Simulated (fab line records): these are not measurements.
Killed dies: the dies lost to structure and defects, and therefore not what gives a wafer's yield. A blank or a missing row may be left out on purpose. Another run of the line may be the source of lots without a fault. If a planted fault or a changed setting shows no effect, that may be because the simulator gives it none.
A lot that was struck, set against a sound lot	flow sky130	42 steps out of a route of 708
Sound: the wafers L265.1, L265.3, L265.6. Struck: wafers L275.1, L275.3, L275.6. Last of all comes the cause.
Order at every step that has rows: each side's tool, ch and its chambers, its first start. Under that, the readings that differ: sound wafers	struck wafers	difference of the means	sigmas: that difference in standard deviations of wafers without a fault.
alike: words and numbers the same on both sides, and readings whose means are apart by under 2 such deviations; not compared: readings that were withheld, readings missing a value for some wafer, numbers with overlapping values and no deviation given by the record, and bounds like >300 which may hide the same value.
The two part at a step that has a row with sigmas, a row that says differs or no value, or rows on one side only. Numbers that have no deviation but don't overlap get no sigmas and don't part them. A reading missing from all wafers of one side parts the sides only when that side holds two or more wafers.

SKY_NWELL_RS_MEAS_29: a four-point-probe measurement.
  sound on filmMetro-01 at day 7 06:03; struck on filmMetro-01 at day 9 17:13
  alike: NWELL_RS
SKY_NWELL_RS_MEAS_31: a four-point-probe measurement.
  sound on filmMetro-01 at day 7 06:17; struck on filmMetro-01 at day 9 17:27
  alike: PWDE_RS
then, 7 steps without rows for these wafers: SKY_VT_ADJUST_HVTP_DEHYDRATE_00 (time 60 s); SKY_VT_ADJUST_HVTP_HMDS_01 (prime time 60 s); SKY_VT_ADJUST_HVTP_COAT_02 (resist thk 1140 nm); SKY_VT_ADJUST_HVTP_SOFTBAKE_03 (time 60 s); SKY_VT_ADJUST_HVTP_EXPOSE_04 (exposes mask HVTPM, target cd 380 nm); SKY_VT_ADJUST_HVTP_PEB_05; SKY_VT_ADJUST_HVTP_DEVELOP_06 (develop time 60 s).
SKY_VT_ADJUST_HVTP_CD_MEAS_07: the cd target is 380 nm.
  sound on cdSem-02 at day 8 02:03; struck on cdSem-02 at day 10 16:12
  alike: cdNm
SKY_VT_ADJUST_HVTP_OVL_MEAS_08:
  sound on overlay-02 at day 8 02:10; struck on overlay-02 at day 10 16:19
  alike: VT_ADJUST_HVTP_OVL
SKY_VT_ADJUST_HVTP_IMPLANT_09:
  sound on implanter-03 ch 0, day 8 02:13; struck on implanter-03 ch 0, day 10 16:22
SKY_VT_ADJUST_HVTP_STRIP_10: strips in O2/N2.
  sound on plasmaAsher-01 ch 0,1, day 8 02:22; struck on plasmaAsher-02 ch 0,1, day 10 16:31
reading	sound	struck	difference	sigmas
drypumpMotorCurrentA (A)	4.8 5.7 4.8	6.0 6.3 6.3	+1.1	+2
  alike: n2FlowSccm, oesProductAu, stripTimeToEndpointS
  not compared: rfHoursCounterH
SKY_VT_ADJUST_HVTP_TW_MEAS_11:
  sound on filmMetro-01 at day 8 02:28; struck on filmMetro-01 at day 10 16:37
reading	sound	struck	difference	sigmas
VT_ADJUST_HVTP_TW	1356 1361 1363	1345 1345 1351	-13	-2
then, 7 steps without rows for these wafers: SKY_VT_ADJUST_LVTN_DEHYDRATE_00 (time 60 s); SKY_VT_ADJUST_LVTN_HMDS_01 (prime time 60 s); SKY_VT_ADJUST_LVTN_COAT_02 (resist thk 3000 nm); SKY_VT_ADJUST_LVTN_SOFTBAKE_03; SKY_VT_ADJUST_LVTN_EXPOSE_04 (exposes mask NWM COMPLEMENT LESS NATIVE, target cd 840 nm); SKY_VT_ADJUST_LVTN_PEB_05; SKY_VT_ADJUST_LVTN_DEVELOP_06 (develop time 60 s).
SKY_VT_ADJUST_LVTN_OVL_MEAS_07:
  sound on overlay-02 at day 8 23:21; struck on overlay-02 at day 11 15:13
  alike: VT_ADJUST_LVTN_OVL
after that, 1 step had no rows for these wafers: SKY_VT_ADJUST_LVTN_IMPLANT_08.
SKY_VT_ADJUST_LVTN_STRIP_09: strips in O2/N2.
  sound on plasmaAsher-03 ch 0,1, day 8 23:32; struck on plasmaAsher-04 ch 0,1, day 11 15:24
reading	sound	struck	difference	sigmas
n2FlowSccm (sccm)	299.1 297.8 301.1	299.4 302.1 302.3	+1.9	+2
  alike: drypumpMotorCurrentA, oesProductAu, stripTimeToEndpointS
  not compared: rfHoursCounterH
SKY_VT_ADJUST_LVTN_TW_MEAS_10:
  sound on filmMetro-01 at day 8 23:38; struck on filmMetro-01 at day 11 15:30
  alike: VT_ADJUST_LVTN_TW
then, 7 steps without rows for these wafers: SKY_VT_ADJUST_LVTN_DEHYDRATE_11 (time 60 s); SKY_VT_ADJUST_LVTN_HMDS_12 (prime time 60 s); SKY_VT_ADJUST_LVTN_COAT_13 (resist thk 1140 nm); SKY_VT_ADJUST_LVTN_SOFTBAKE_14 (time 60 s); SKY_VT_ADJUST_LVTN_EXPOSE_15 (exposes mask HVN STD DERIVED, target cd 600 nm); SKY_VT_ADJUST_LVTN_PEB_16; SKY_VT_ADJUST_LVTN_DEVELOP_17 (develop time 60 s).
SKY_VT_ADJUST_LVTN_OVL_MEAS_18:
  sound on overlay-02 at day 9 21:24; struck on overlay-02 at day 12 15:57
  alike: VT_ADJUST_LVTN_01_OVL
after that, 1 step had no rows for these wafers: SKY_VT_ADJUST_LVTN_IMPLANT_19.
SKY_VT_ADJUST_LVTN_STRIP_20: strips in O2/N2.
  sound on plasmaAsher-04 ch 0,1, day 9 21:35; struck on plasmaAsher-04 ch 0,1, day 12 16:08
reading	sound	struck	difference	sigmas
n2FlowSccm (sccm)	302.2 301.7 299.5	298.7 298.2 300.0	-2.2	-2
  alike: drypumpMotorCurrentA, oesProductAu, stripTimeToEndpointS
  not compared: rfHoursCounterH
SKY_VT_ADJUST_LVTN_TW_MEAS_21:
  sound on filmMetro-01 at day 9 21:41; struck on filmMetro-01 at day 12 16:14
  alike: VT_ADJUST_LVTN_2_TW
then, 5 steps without rows for these wafers: SKY_VT_ADJUST_NCORE_DEHYDRATE_00 (time 60 s); SKY_VT_ADJUST_NCORE_HMDS_01 (prime time 60 s); SKY_VT_ADJUST_NCORE_COAT_02 (resist thk 1140 nm); SKY_VT_ADJUST_NCORE_SOFTBAKE_03 (time 60 s); SKY_VT_ADJUST_NCORE_EXPOSE_04 (exposes mask LVTN COMPLEMENT THIN, target cd 380 nm).
-- record jumps: 37 days separate the struck wafers' starts on either side; left off in module VT_ADJUST_NCORE, taken up again in module PAD_OPEN, whose first shown step is the route's number 708 --
SKY_PAD_OPEN_PROBE_99:
  sound on prober-01 at day 47 16:11; struck on prober-02 at day 50 00:44
reading	sound	struck	difference	sigmas
model.etest.tipP.rsOhmSqRange	168.9 197.9 77.09	318.3 287.4 200.1	+120.6	
model.etest.pfet_01v8.vtVRange	0.01657 0.01095 0.01455	0.0329 0.02849 0.03147	+0.0169	
  alike: killed_at_M0_to_M3, killed_at_M4_up, killedAtContacts, killedAtFrontEnd, killedAtOther, killedDies, killedOpen, killedShort
  not compared: model.etest.pfet_01v8.driveUaUmRange

== WHERE THEY PART ==
Earliest at SKY_VT_ADJUST_HVTP_STRIP_10; latest, in this record, at SKY_VT_ADJUST_LVTN_STRIP_20. Later steps at which nothing parts them and some readings are alike: SKY_VT_ADJUST_LVTN_TW_MEAS_21, SKY_PAD_OPEN_PROBE_99.

WHY: what the simulator had put in
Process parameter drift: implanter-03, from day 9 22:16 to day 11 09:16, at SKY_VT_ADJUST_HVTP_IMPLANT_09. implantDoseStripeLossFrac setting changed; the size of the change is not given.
